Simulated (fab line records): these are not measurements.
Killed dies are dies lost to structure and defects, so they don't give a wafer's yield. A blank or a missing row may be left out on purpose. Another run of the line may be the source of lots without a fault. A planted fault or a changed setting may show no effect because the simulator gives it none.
What tool caused it? :: flow sky130 :: 15 lots, 45 wafers sampled, at 4 steps of a route of 708

## WHAT EACH GAUGE READ, for each wafer
The record lacks any reading of a measuring or inspecting step that a usual standard deviation could be used to judge.

## EACH LOT AND THE TOOL THAT RAN IT (in order: tool; ch and the chambers of the sampled wafers; start)
lot: L207
SKY_LI_CONTACT_CMP_24: cmp-02 ch 0,1,2, day 29 00:48
SKY_METAL2_SPUTTER_03: pvd-sputter-01, day 33 22:04
SKY_METAL2_DEVELOP_14: litho-track-02 ch 0, day 35 00:00
SKY_METAL2_STRIP_20: plasma-asher-02 ch 0,1, day 35 01:07

lot: L208
SKY_LI_CONTACT_CMP_24: cmp-02 ch 1,3, day 29 10:26
SKY_METAL2_SPUTTER_03: pvd-sputter-01, day 34 06:07
SKY_METAL2_DEVELOP_14: litho-track-04 ch 0, day 35 08:00
SKY_METAL2_STRIP_20: plasma-asher-02 ch 1, day 35 09:10

lot: L209
SKY_LI_CONTACT_CMP_24: cmp-01 ch 0,1,2, day 29 17:30
SKY_METAL2_SPUTTER_03: pvd-sputter-01, day 34 13:37
SKY_METAL2_DEVELOP_14: litho-track-02 ch 0, day 35 15:00
SKY_METAL2_STRIP_20: plasma-asher-01 ch 0,1, day 35 15:56

lot: L210
SKY_LI_CONTACT_CMP_24: cmp-02 ch 0,1, day 30 06:11
SKY_METAL2_SPUTTER_03: pvd-sputter-01, day 35 00:57
SKY_METAL2_DEVELOP_14: litho-track-03 ch 0, day 36 03:00
SKY_METAL2_STRIP_20: plasma-asher-01 ch 0,1, day 36 03:40

lot: L212
SKY_LI_CONTACT_CMP_24: cmp-01 ch 0,2,3, day 30 21:50
SKY_METAL2_SPUTTER_03: pvd-sputter-01, day 35 15:56
SKY_METAL2_DEVELOP_14: litho-track-03 ch 0, day 36 17:00
SKY_METAL2_STRIP_20: plasma-asher-01 ch 0,1, day 36 18:13

lot: L213
SKY_LI_CONTACT_CMP_24: cmp-01 ch 0,1,2, day 31 09:08
SKY_METAL2_SPUTTER_03: pvd-sputter-02, day 36 02:03
SKY_METAL2_DEVELOP_14: litho-track-02, day 37 03:00
SKY_METAL2_STRIP_20: plasma-asher-01 ch 0,1, day 37 04:25

lot: L214
SKY_LI_CONTACT_CMP_24: cmp-01 ch 1,3, day 31 17:26
SKY_METAL2_SPUTTER_03: pvd-sputter-02, day 36 10:04
SKY_METAL2_DEVELOP_14: litho-track-04, day 37 11:00
SKY_METAL2_STRIP_20: plasma-asher-02 ch 0,1, day 37 12:04

lot: L215
SKY_LI_CONTACT_CMP_24: cmp-01 ch 0,2, day 31 18:30
SKY_METAL2_SPUTTER_03: pvd-sputter-03, day 36 11:44
SKY_METAL2_DEVELOP_14: litho-track-03, day 37 12:00
SKY_METAL2_STRIP_20: plasma-asher-01 ch 0,1, day 37 13:25

lot: L224
SKY_LI_CONTACT_CMP_24: cmp-02 ch 2,3, day 35 00:44
SKY_METAL2_SPUTTER_03: pvd-sputter-01, day 39 13:50
SKY_METAL2_DEVELOP_14: litho-track-03 ch 0, day 40 14:00
SKY_METAL2_STRIP_20: plasma-asher-02 ch 0,1, day 40 14:34

lot: L225
SKY_LI_CONTACT_CMP_24: cmp-02 ch 1,2, day 35 09:24
SKY_METAL2_SPUTTER_03: pvd-sputter-02, day 39 21:34
SKY_METAL2_DEVELOP_14: litho-track-02 ch 0, day 40 21:00
SKY_METAL2_STRIP_20: plasma-asher-02 ch 0,1, day 40 22:13

lot: L226
SKY_LI_CONTACT_CMP_24: cmp-02 ch 0,1,2, day 35 20:19
SKY_METAL2_SPUTTER_03: pvd-sputter-02, day 40 07:52
SKY_METAL2_DEVELOP_14: litho-track-02 ch 0, day 41 07:00
SKY_METAL2_STRIP_20: plasma-asher-02 ch 0,1, day 41 07:35

lot: L227
SKY_LI_CONTACT_CMP_24: cmp-01 ch 0,1,3, day 36 05:02
SKY_METAL2_SPUTTER_03: pvd-sputter-03, day 40 15:13
SKY_METAL2_DEVELOP_14: litho-track-02 ch 0, day 41 15:00
SKY_METAL2_STRIP_20: plasma-asher-01 ch 0,1, day 41 15:31

lot: L228
SKY_LI_CONTACT_CMP_24: cmp-02 ch 0,2, day 36 08:41
SKY_METAL2_SPUTTER_03: pvd-sputter-02, day 40 18:26
SKY_METAL2_DEVELOP_14: litho-track-03 ch 0, day 41 17:00
SKY_METAL2_STRIP_20: plasma-asher-03 ch 0,1, day 41 18:10

lot: L230
SKY_LI_CONTACT_CMP_24: cmp-02 ch 0,2,3, day 36 12:02
SKY_METAL2_SPUTTER_03: pvd-sputter-01, day 40 20:54
SKY_METAL2_DEVELOP_14: litho-track-04 ch 0, day 41 20:00
SKY_METAL2_STRIP_20: plasma-asher-02 ch 0,1, day 41 21:13

lot: L229
SKY_LI_CONTACT_CMP_24: cmp-02 ch 0,1,3, day 36 13:50
SKY_METAL2_SPUTTER_03: pvd-sputter-03, day 40 23:44
SKY_METAL2_DEVELOP_14: litho-track-04 ch 0, day 41 23:00
SKY_METAL2_STRIP_20: plasma-asher-02 ch 0,1, day 42 00:16
- SKY_LI_CONTACT_CMP_24: polishes, stops on PSG, t overpolish 20 s, target thk 0 nm.
- SKY_METAL2_SPUTTER_03: material Ti, target thk 5 nm, time 3.3 s.
- SKY_METAL2_DEVELOP_14: develop time 60 s.
- SKY_METAL2_STRIP_20: strips in O2/N2.

## WHAT THE TOOLS THEMSELVES READ (means of the sampled wafers that have a number; where no wafer has one, the mark that the record gives instead)
SKY_LI_CONTACT_CMP_24.
lot: L207
tool: cmp-02
motor-current-A (A): 10.7
overpolish-run-s (s): 20.000
time-to-endpoint-s (s): 94.4

lot: L208
tool: cmp-02
motor-current-A (A): 11.2
overpolish-run-s (s): 20.006
time-to-endpoint-s (s): 91.5

lot: L209
tool: cmp-01
motor-current-A (A): 11.7
overpolish-run-s (s): 20.005
time-to-endpoint-s (s): 94.6

lot: L210
tool: cmp-02
motor-current-A (A): 10.8
overpolish-run-s (s): 20.002
time-to-endpoint-s (s): 96.4

lot: L212
tool: cmp-01
motor-current-A (A): 11.4
overpolish-run-s (s): 19.991
time-to-endpoint-s (s): 100.3

lot: L213
tool: cmp-01
motor-current-A (A): 11.6
overpolish-run-s (s): 20.001
time-to-endpoint-s (s): 99.4

lot: L214
tool: cmp-01
motor-current-A (A): 11.3
overpolish-run-s (s): 20.005
time-to-endpoint-s (s): 99.2

lot: L215
tool: cmp-01
motor-current-A (A): 11.0
overpolish-run-s (s): 19.994
time-to-endpoint-s (s): 95.2

lot: L224
tool: cmp-02
motor-current-A (A): 11.0
overpolish-run-s (s): 19.990
time-to-endpoint-s (s): 94.8

lot: L225
tool: cmp-02
motor-current-A (A): 11.6
overpolish-run-s (s): 19.993
time-to-endpoint-s (s): 96.2

lot: L226
tool: cmp-02
motor-current-A (A): 10.8
overpolish-run-s (s): 20.005
time-to-endpoint-s (s): 98.4

lot: L227
tool: cmp-01
motor-current-A (A): 11.7
overpolish-run-s (s): 20.004
time-to-endpoint-s (s): 93.0

lot: L228
tool: cmp-02
motor-current-A (A): 10.6
overpolish-run-s (s): 20.006
time-to-endpoint-s (s): 97.0

lot: L230
tool: cmp-02
motor-current-A (A): 11.2
overpolish-run-s (s): 19.997
time-to-endpoint-s (s): 98.3

lot: L229
tool: cmp-02
motor-current-A (A): 11.1
overpolish-run-s (s): 20.001
time-to-endpoint-s (s): 96.9

SKY_METAL2_SPUTTER_03.
lot: L207
tool: pvd-sputter-01
throttle-valve-pct (%): 29.0

lot: L208
tool: pvd-sputter-01
throttle-valve-pct (%): 28.8

lot: L209
tool: pvd-sputter-01
throttle-valve-pct (%): 29.6

lot: L210
tool: pvd-sputter-01
throttle-valve-pct (%): 29.4

lot: L212
tool: pvd-sputter-01
throttle-valve-pct (%): 28.9

lot: L213
tool: pvd-sputter-02
throttle-valve-pct (%): 29.0

lot: L214
tool: pvd-sputter-02
throttle-valve-pct (%): 28.6

lot: L215
tool: pvd-sputter-03
throttle-valve-pct (%): 29.8

lot: L224
tool: pvd-sputter-01
throttle-valve-pct (%): 28.8

lot: L225
tool: pvd-sputter-02
throttle-valve-pct (%): 28.4

lot: L226
tool: pvd-sputter-02
throttle-valve-pct (%): 28.5

lot: L227
tool: pvd-sputter-03
throttle-valve-pct (%): 30.2

lot: L228
tool: pvd-sputter-02
throttle-valve-pct (%): 28.9

lot: L230
tool: pvd-sputter-01
throttle-valve-pct (%): 29.2

lot: L229
tool: pvd-sputter-03
throttle-valve-pct (%): 30.1

SKY_METAL2_DEVELOP_14.
lot: L207
tool: litho-track-02
chill-plate-temp-C (C): 22.99

lot: L208
tool: litho-track-04
chill-plate-temp-C (C): 23.08

lot: L209
tool: litho-track-02
chill-plate-temp-C (C): 22.89

lot: L210
tool: litho-track-03
chill-plate-temp-C (C): 23.07

lot: L212
tool: litho-track-03
chill-plate-temp-C (C): 23.09

lot: L213
tool: litho-track-02
chill-plate-temp-C (C): -

lot: L214
tool: litho-track-04
chill-plate-temp-C (C): -

lot: L215
tool: litho-track-03
chill-plate-temp-C (C): -

lot: L224
tool: litho-track-03
chill-plate-temp-C (C): 22.99

lot: L225
tool: litho-track-02
chill-plate-temp-C (C): 23.03

lot: L226
tool: litho-track-02
chill-plate-temp-C (C): 23.06

lot: L227
tool: litho-track-02
chill-plate-temp-C (C): 22.92

lot: L228
tool: litho-track-03
chill-plate-temp-C (C): 23.04

lot: L230
tool: litho-track-04
chill-plate-temp-C (C): 23.22

lot: L229
tool: litho-track-04
chill-plate-temp-C (C): 22.91

SKY_METAL2_STRIP_20.
lot: L207
tool: plasma-asher-02
drypump-motor-current-A (A): 5.62
oes-product-au (a.u.): 0.339
strip-time-to-endpoint-s (s): 2.70

lot: L208
tool: plasma-asher-02
drypump-motor-current-A (A): 5.73
oes-product-au (a.u.): 0.344
strip-time-to-endpoint-s (s): 2.71

lot: L209
tool: plasma-asher-01
drypump-motor-current-A (A): 5.73
oes-product-au (a.u.): 0.342
strip-time-to-endpoint-s (s): 2.72

lot: L210
tool: plasma-asher-01
drypump-motor-current-A (A): 5.85
oes-product-au (a.u.): 0.341
strip-time-to-endpoint-s (s): 2.71

lot: L212
tool: plasma-asher-01
drypump-motor-current-A (A): 5.88
oes-product-au (a.u.): 0.346
strip-time-to-endpoint-s (s): 2.67

lot: L213
tool: plasma-asher-01
drypump-motor-current-A (A): 5.72
oes-product-au (a.u.): 0.348
strip-time-to-endpoint-s (s): 2.80

lot: L214
tool: plasma-asher-02
drypump-motor-current-A (A): 5.62
oes-product-au (a.u.): 0.353
strip-time-to-endpoint-s (s): 2.86

lot: L215
tool: plasma-asher-01
drypump-motor-current-A (A): 5.72
oes-product-au (a.u.): 0.353
strip-time-to-endpoint-s (s): 2.92

lot: L224
tool: plasma-asher-02
drypump-motor-current-A (A): 5.64
oes-product-au (a.u.): 0.343
strip-time-to-endpoint-s (s): 2.71

lot: L225
tool: plasma-asher-02
drypump-motor-current-A (A): 5.63
oes-product-au (a.u.): 0.349
strip-time-to-endpoint-s (s): 2.77

lot: L226
tool: plasma-asher-02
drypump-motor-current-A (A): 5.69
oes-product-au (a.u.): 0.343
strip-time-to-endpoint-s (s): 2.73

lot: L227
tool: plasma-asher-01
drypump-motor-current-A (A): 5.75
oes-product-au (a.u.): 0.347
strip-time-to-endpoint-s (s): 2.76

lot: L228
tool: plasma-asher-03
drypump-motor-current-A (A): 6.28
oes-product-au (a.u.): 0.341
strip-time-to-endpoint-s (s): 2.71

lot: L230
tool: plasma-asher-02
drypump-motor-current-A (A): 5.61
oes-product-au (a.u.): 0.344
strip-time-to-endpoint-s (s): 2.74

lot: L229
tool: plasma-asher-02
drypump-motor-current-A (A): 5.66
oes-product-au (a.u.): 0.341
strip-time-to-endpoint-s (s): 2.73

## THE ANSWER, worked out from the rows above alone
Rule: usual is defined by the lots themselves. Put in order of their means at a reading, lots are off if they are a third of the lots or fewer, leave a main group of 4 or more, and stand apart from it by a gap of 3 or more times the standard deviation of the main group's means; of several such gaps the widest counts. A main group is skipped when, at the precision printed for the reading in the tables above, its means are all equal. Also off: a lot with no number at a reading for which 4 or more lots have one. The other lots that the step has rows for count as sound. After the gauges, taken in route order, come the tools' own readings; for these a lot's mean is taken, as printed above. At the first step where some lot is off, the reading lying furthest off is the one used; lots without a number count as furthest.
Off at SKY_METAL2_DEVELOP_14 (chill-plate-temp-C): L213, L214, L215. Without a number there: L213, L214, L215. Main group: mean 23.02 C, sd 0.088.
If a tool, at that step or one of the process steps before it, ran each lot that is off and ran no sound lot following the first of them, it fits. None of those tried fits.

## WHAT THE SIMULATOR PUT IN
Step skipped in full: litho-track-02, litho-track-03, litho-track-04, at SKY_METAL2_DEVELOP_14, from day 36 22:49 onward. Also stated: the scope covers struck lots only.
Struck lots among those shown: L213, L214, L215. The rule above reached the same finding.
